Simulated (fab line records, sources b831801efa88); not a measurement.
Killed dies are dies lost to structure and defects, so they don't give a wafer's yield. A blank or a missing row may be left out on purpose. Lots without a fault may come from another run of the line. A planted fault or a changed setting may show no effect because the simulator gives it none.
Which tool did it? | flow sky130 | 13 lots, 37 wafers sampled, at 3 steps of a route of 708

WHAT THE GAUGES READ, wafer by wafer
SKY_SONOS_ONO_THK_MEAS_05.
lot  | measured     | on            | SONOS_ONO_CVD_04_THK (nm)
L979 | day 12 08:02 | film_metro-02 | 5.93 6.10 5.91
L981 | day 13 02:32 | film_metro-01 | 5.62 5.54 5.62
L982 | day 13 05:22 | film_metro-03 | 5.56 5.63
L983 | day 13 16:48 | film_metro-02 | 5.65 5.56
L991 | day 16 04:23 | film_metro-02 | 5.70 5.56 5.61
L992 | day 16 06:40 | film_metro-02 | 5.71 5.63 5.62
L993 | day 16 14:16 | film_metro-01 | 5.81 5.85 5.78
L995 | day 17 11:50 | film_metro-02 | 5.76 5.75 5.87
L996 | day 17 11:51 | film_metro-03 | 5.78 5.86 5.91
L997 | day 17 23:46 | film_metro-01 | 5.71 5.69 5.68
L998 | day 18 08:30 | film_metro-01 | 5.82 5.75 5.86
L999 | day 18 18:01 | film_metro-02 | 5.63 5.62 5.58
L101 | day 19 07:00 | film_metro-01 | 5.66 5.59 5.76

SKY_SONOS_ONO_CD_MEAS_13: target cd 410 nm.
lot  | measured     | on        | cd_nm (nm)
L979 | day 13 08:38 | cd_sem-02 | 410.5 411.2 411.1
L981 | day 14 03:38 | cd_sem-01 | 408.8 409.0 409.5
L982 | day 14 06:50 | cd_sem-01 | 412.4 411.2
L983 | day 14 18:33 | cd_sem-02 | 405.8 406.8
L991 | day 17 08:29 | cd_sem-02 | 406.9 406.5 409.3
L992 | day 17 11:38 | cd_sem-01 | 410.3 411.3 410.0
L993 | day 17 19:03 | cd_sem-01 | 408.0 407.6 409.7
L995 | day 18 17:35 | cd_sem-02 | 408.9 410.9 408.3
L996 | day 18 17:25 | cd_sem-01 | 408.2 407.6 405.5
L997 | day 19 05:34 | cd_sem-01 | 410.5 411.6 410.5
L998 | day 19 15:18 | cd_sem-01 | 406.0 407.5 407.7
L999 | day 20 00:49 | cd_sem-02 | 405.9 406.5 406.9
L101 | day 20 13:48 | cd_sem-02 | 405.6 408.1 406.8

SKY_GATE_OXIDE_OVL_MEAS_10.
lot  | measured     | on         | GATE_OXIDE_OVL (nm)
L979 | day 14 14:53 | overlay-01 | -1.7 -2.6 -2.7
L981 | day 15 07:56 | overlay-02 | -0.6 0.5 0.1
L982 | day 15 10:35 | overlay-02 | 0.9 1.8
L983 | day 16 00:07 | overlay-02 | -1.9 -1.5
L991 | day 18 15:52 | overlay-01 | 2.1 0.8 0.9
L992 | day 18 21:09 | overlay-02 | 0.5 -0.5 0.2
L993 | day 19 03:16 | overlay-02 | 0.0 -1.3 -1.8
L995 | day 20 04:07 | overlay-02 | -1.9 0.2 -1.1
L996 | day 20 04:42 | overlay-01 | 2.0 1.3 -0.2
L997 | day 20 15:46 | overlay-01 | -2.7 -2.3 -4.7
L998 | day 20 23:55 | overlay-01 | -1.9 -2.5 -2.0
L999 | day 21 09:34 | overlay-02 | -0.8 -1.0 -1.6
L101 | day 22 00:17 | overlay-02 | 0.4 1.0 1.6

WHICH TOOL RAN EACH LOT (tool, then ch and the chambers of the sampled wafers, then the start)
The record holds no process step before these readings.

WHAT THE TOOLS THEMSELVES READ (means of the sampled wafers that have a number; where no wafer has one, the mark that the record gives instead)
The record holds no such reading with a usual standard deviation.

THE ANSWER, worked out from the rows above alone
Rule: what is usual is taken from the lots themselves. Put in order of their means at a reading, lots are off if they are a third of the lots or fewer, leave a main group of 4 or more, and stand apart from it by a gap of 3 or more times the standard deviation of the main group's means; of several such gaps the widest counts. A main group whose means are all the same, to the digits that the tables above print for the reading, isn't used. A lot without any number at a reading at which 4 lots or more have one is off too. The other lots that the step has rows for count as sound. The gauges are gone through in route order, then the tools' own readings, and for those a lot's mean is taken as printed above. The first step at which some lot is off is used, and at that step the reading that is off furthest; a lot without a number counts as furthest.
No lot is off at any reading shown: from this, nothing can be told.

WHAT THE SIMULATOR HAD PUT IN
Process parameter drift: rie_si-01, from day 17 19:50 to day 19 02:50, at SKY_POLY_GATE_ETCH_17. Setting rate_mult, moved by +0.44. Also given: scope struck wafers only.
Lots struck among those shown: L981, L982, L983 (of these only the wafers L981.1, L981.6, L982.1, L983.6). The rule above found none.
